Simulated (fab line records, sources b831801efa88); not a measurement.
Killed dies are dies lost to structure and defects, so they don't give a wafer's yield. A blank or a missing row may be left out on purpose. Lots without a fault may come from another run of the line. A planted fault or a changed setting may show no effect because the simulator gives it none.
fab line records | flow sfq_line
record lots=14 wafers=41 last_day=94
route steps=325 shown JJ@182 M8@323
lots that met no fault: from a run of the same line without faults
start_h: hours from the record's first day to the start of the lot's first wafer shown | wait_h: hours since the lot's step before | " the same as in the row above | L1.1+2: a row that stands for several wafers | - no value, or no start given | * or withheld: withheld | < > ~ a bound
route shown NAME@n: a module of which the file shows steps, and the number in the route of the first | usual: mean/standard deviation of fault-free wafers | same: alike in all rows | chamber/n: place in a boat | sites: the reading at each site | _std_site: their standard deviation | _edge_site: outer sites' mean less inner sites' | radius_mm: how far each site lies from the wafer's centre | mask NAME#n: copy n | behind: the tool/chamber that last shaped the wafer | hold: why the lot was held/for how many hours/how that ended | device: the transistor (n, p or np) that didn't switch | end of line: the same wafers' tests at the end of the route | a step without rows: its recipe alone | killed: dies lost to structure and defects at the first sort, not the wafer's yield | map: a wafer's dies, x killed, . not, _ none there
set.NAME: the setting as run; set.NAME@STEP: as run at that earlier step | model.NAME: the simulator's own value behind a step, which no gauge read
steps of the route over a sample of lots; a table a step, a row a wafer
services: from which hour (start_h, from the record's first day; less than 0 if before it) a tool's chamber was out of use, for how many hours, and why
## steps
# step SFQ_TRILAYER_JJ_TRILAYER_DEP_SPUTTER_112
# recipe material=Nb base_pressure_pa=1.33e-06 chamber_pressure_pa=0.1333 substrate_temp_c=20 target_thk_nm=170 power_w=2000 time_s=113.3
# usual throttle_valve_pct=30.0/0.73
# columns lot.wafer tool chamber start_h wait_h throttle_valve_pct
L827.1 pvd_sputter-04 - 1127.48 0.5 29.7
L827.5 " - " " 29.5
L827.6 " - " " 29.9
L828.1 pvd_sputter-03 - 1139.61 0.5 29.3
L828.2 " - " " 30.8
L828.6 " - " " 30.7
L829.3 pvd_sputter-03 - 1158.81 0.5 29.4
L829.4 " - " " 30.8
L829.6 " - " " 31.4
L830.1 pvd_sputter-04 - 1184.01 0.5 29.8
L830.3 " - " " 29.5
L830.4 " - " " 29.8
L831.2 pvd_sputter-03 - 1191.21 0.5 29.6
L831.4 " - " " 31.8
L831.5 " - " " 29.9
L832.1 pvd_sputter-06 - 1210.41 0.5 30.4
L832.2 " - " " 29.6
L832.3 " - " " 29.5
L833.2 pvd_sputter-06 - 1215.97 0.5 29.3
L833.3 " - " " 30.5
L833.4 " - " " 29.2
L834.2 pvd_sputter-04 - 1230.18 0.5 30.0
L834.3 " - " " 29.1
L834.5 " - " " 29.9
L835.1 pvd_sputter-06 - 1237.58 0.5 29.3
L835.4 " - " " 29.6
L835.6 " - " " 29.3
L837.1 pvd_sputter-03 - 1290.30 0.5 30.8
L837.2 " - " " 31.7
L837.6 " - " " 31.7
L838.2 pvd_sputter-04 - 1292.70 0.5 29.1
L838.3 " - " " 30.0
L838.4 " - " " 29.7
L843.1 pvd_sputter-04 - 1300.10 0.5 29.1
L843.2 " - " " 29.7
L843.6 " - " " 29.7
L844.5 pvd_sputter-04 - 1304.29 0.0 29.9
L844.6 " - " " 29.8
L849.1 pvd_sputter-03 - 1310.47 0.5 30.0
L849.2 " - " " 32.0
L849.3 " - " " 29.5
# step SFQ_JJ_RS_MEAS_929
# recipe thk_meas_gauge=four-point-probe reads=Nb_of_TRILAYER_JJ_TRILAYER_DEP_SPUTTER_112
# usual JJ_NB_RS=1.044/0.013
# columns lot.wafer tool chamber start_h wait_h JJ_NB_RS[ohm/sq]
L827.1 film_metro-01 - 1127.56 0.0 1.038
L827.5 " - " " 1.030
L827.6 " - " " 1.055
L828.1 film_metro-01 - 1139.69 0.0 1.029
L828.2 " - " " 1.039
L828.6 " - " " 1.037
L829.3 film_metro-04 - 1158.93 0.1 1.025
L829.4 " - " " 1.041
L829.6 " - " " 1.050
L830.1 film_metro-02 - 1184.09 0.0 1.074
L830.3 " - " " 1.054
L830.4 " - " " 1.043
L831.2 film_metro-04 - 1191.31 0.1 1.042
L831.4 " - " " 1.057
L831.5 " - " " 1.045
L832.1 film_metro-02 - 1210.49 0.0 1.028
L832.2 " - " " 1.038
L832.3 " - " " 1.027
L833.2 film_metro-01 - 1216.07 0.1 1.027
L833.3 " - " " 1.030
L833.4 " - " " 1.036
L834.2 film_metro-02 - 1230.28 0.1 1.055
L834.3 " - " " 1.042
L834.5 " - " " 1.047
L835.1 film_metro-04 - 1237.66 0.0 1.038
L835.4 " - " " 1.053
L835.6 " - " " 1.049
L837.1 film_metro-02 - 1290.38 0.0 1.052
L837.2 " - " " 1.055
L837.6 " - " " 1.066
L838.2 film_metro-01 - 1292.80 0.1 1.045
L838.3 " - " " 1.042
L838.4 " - " " 1.034
L843.1 film_metro-02 - 1300.18 0.0 1.674
L843.2 " - " " 1.028
L843.6 " - " " 1.692
L844.5 film_metro-02 - 1304.41 0.1 1.032
L844.6 " - " " 1.738
L849.1 film_metro-01 - 1310.55 0.0 1.053
L849.2 " - " " 1.060
L849.3 " - " " 1.040
# step SFQ_TRILAYER_JJ_CE_ETCH_RIE_118
# recipe target=Nb stop_on=Al2O3 mask_material=PR taper_deg=13.257 over_etch_frac=0.15 time_s=97.7 chemistry=SF6 target_depth_nm=170 icp_w=600 bias_w=80 pressure_mtorr=10
# usual drypump_motor_current_A=5.9/0.39 oes_product_au=0.992/0.0087
# columns lot.wafer tool chamber start_h wait_h drypump_motor_current_A oes_product_au rf_hours_counter_h
L827.1 rie_metal-02 0 1271.92 0.1 6.3 0.990 27
L827.5 " 1 " " 5.8 0.998 -
L827.6 " 0 " " 6.3 0.990 -
L828.1 rie_metal-02 1 1286.33 0.2 5.9 1.005 38
L828.2 " 1 " " 5.9 0.997 -
L828.6 " 1 " " 5.9 1.002 -
L829.3 rie_metal-01 0 1304.15 0.1 5.0 0.997 -
L829.4 " 1 " " 5.6 0.999 -
L829.6 " 0 " " 5.0 0.984 -
L830.1 rie_metal-04 0 1320.92 0.1 6.2 0.966 139
L830.3 " 0 " " 6.2 0.976 -
L830.4 " 1 " " 5.7 0.995 -
L831.2 rie_metal-02 0 1329.32 0.1 6.3 0.981 34
L831.4 " 1 " " 5.9 0.989 -
L831.5 " 0 " " 6.3 0.991 -
L832.1 rie_metal-01 0 1343.72 0.1 5.0 0.992 84
L832.2 " 1 " " 5.6 0.986 25
L832.3 " 0 " " 5.0 0.993 -
L833.2 rie_metal-04 1 1349.85 0.2 5.7 1.000 -
L833.3 " 1 " " 5.7 1.011 -
L833.4 " 1 " " 5.7 1.001 -
L834.2 rie_metal-02 0 1361.39 0.1 6.3 0.985 38
L834.3 " 1 " " 5.9 1.006 -
L834.5 " 0 " " 6.3 0.977 -
L835.1 rie_metal-04 1 1364.99 0.1 5.7 0.997 73
L835.4 " 1 " " 5.7 0.998 -
L835.6 " 1 " " 5.7 0.999 -
L837.1 rie_metal-02 0 1396.19 0.1 6.3 0.995 42
L837.2 " 1 " " 5.8 0.988 54
L837.6 " 0 " " 6.3 0.986 -
L838.2 rie_metal-04 0 1397.39 0.1 6.2 0.990 5
L838.3 " 0 " " 6.2 0.984 -
L838.4 " 1 " " 5.7 1.000 -
L843.1 rie_metal-01 0 1403.48 0.2 5.0 0.783 95
L843.2 " 0 " " 5.0 0.992 -
L843.6 " 0 " " 5.0 0.778 -
L844.5 rie_metal-01 1 1404.66 0.1 5.6 0.996 -
L844.6 " 0 " " 5.0 0.753 -
L849.1 rie_metal-02 1 1410.59 0.1 5.9 0.991 56
L849.2 " 0 " " 6.3 0.984 45
L849.3 " 0 " " 6.3 0.988 -
# step SFQ_M8_THK_MEAS_950
# recipe thk_meas_gauge=xrf reads=Au_of_TRILAYER_M8_DEP_EVAP_196
# usual M8_AU_THK=181.8/2.3
# columns lot.wafer tool chamber start_h wait_h M8_AU_THK[nm]
L827.1 film_metro-01 - 2044.21 0.1 179.7
L827.5 " - " " 180.0
L827.6 " - " " 181.1
L828.1 film_metro-01 - 2046.61 0.1 180.9
L828.2 " - " " 179.3
L828.6 " - " " 184.5
L829.3 film_metro-04 - 2047.83 0.1 184.9
L829.4 " - " " 184.5
L829.6 " - " " 184.7
L830.1 film_metro-03 - 2051.41 0.1 180.9
L830.3 " - " " 183.8
L830.4 " - " " 179.8
L831.2 film_metro-01 - 2052.62 0.1 180.0
L831.4 " - " " 183.2
L831.5 " - " " 179.7
L832.1 film_metro-03 - 2057.53 0.1 180.3
L832.2 " - " " 183.0
L832.3 " - " " 184.3
L833.2 film_metro-01 - 2058.87 0.1 182.6
L833.3 " - " " 182.6
L833.4 " - " " 183.3
L834.2 film_metro-04 - 2065.11 0.1 184.0
L834.3 " - " " 179.8
L834.5 " - " " 183.2
L835.1 film_metro-03 - 2066.30 0.1 181.8
L835.4 " - " " 180.7
L835.6 " - " " 183.1
L837.1 film_metro-01 - 2078.10 0.1 179.2
L837.2 " - " " 180.3
L837.6 " - " " 178.7
L838.2 film_metro-04 - 2080.58 0.1 182.4
L838.3 " - " " 183.0
L838.4 " - " " 184.5
L843.1 film_metro-01 - 2180.67 0.1 178.5
L843.2 " - " " 183.5
L843.6 " - " " 179.4
L844.5 film_metro-04 - 2185.63 0.1 185.1
L844.6 " - " " 182.1
L849.1 film_metro-04 - 2255.32 0.1 185.9
L849.2 " - " " 182.7
L849.3 " - " " 181.5
## services
# columns tool chamber start_h hours kind
rie_metal-04 - 1108.18 0.5 repair
rie_metal-02 0 1115.24 20.2 repair
pvd_sputter-03 - 1123.76 13.0 repair
rie_metal-04 - 1155.35 0.1 repair
pvd_sputter-04 - 1187.69 0.5 repair
pvd_sputter-03 3 1188.28 - consumable_replace:kit
pvd_sputter-03 3 1188.28 18.0 scheduled_down
pvd_sputter-03 3 1188.28 18.0 vent_cycle
pvd_sputter-06 - 1196.68 11.7 repair
rie_metal-04 - 1210.46 2.8 pm
rie_metal-04 0 1214.48 5.4 repair
rie_metal-02 - 1239.18 1.7 repair
pvd_sputter-04 - 1257.95 1.5 repair
pvd_sputter-06 - 1269.18 9.3 repair
rie_metal-02 0 1280.82 11.2 repair
rie_metal-04 - 1292.35 6.3 repair
rie_metal-04 0 1331.55 - clean
rie_metal-04 0 1331.55 - consumable_replace:focus_ring
pvd_sputter-04 1 1355.66 - consumable_replace:kit
pvd_sputter-04 1 1355.66 18.0 scheduled_down
pvd_sputter-04 1 1355.66 18.0 vent_cycle
pvd_sputter-04 - 1369.70 9.3 repair
rie_metal-01 1 1377.48 26.9 repair
rie_metal-04 - 1401.26 28.1 pm
## key
first_sign step=SFQ_JJ_RS_MEAS_929 reading=JJ_NB_RS direction=up sigmas=50 usual=1.044 struck=1.701
effect step=SFQ_TRILAYER_JJ_CE_ETCH_RIE_118 reading=oes_product_au direction=down sigmas=25 usual=0.992 struck=0.771
met_at SFQ_TRILAYER_JJ_TRILAYER_DEP_SPUTTER_112
struck_lots L843,L844
struck_wafers L843.1,L843.6,L844.6
not_acting_at SFQ_M8_THK_MEAS_950
onset_between 1292.70 1300.10
fault kind=process_parameter_drift tool=pvd_sputter-04 chamber=- onset_h=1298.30 steps=SFQ_TRILAYER_JJ_TRILAYER_DEP_SPUTTER_112 channel=target_thk_nm offset=-66.351 shape=step end_h=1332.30 scope=struck_wafers_only acts_in=these_recipes_only stated=170
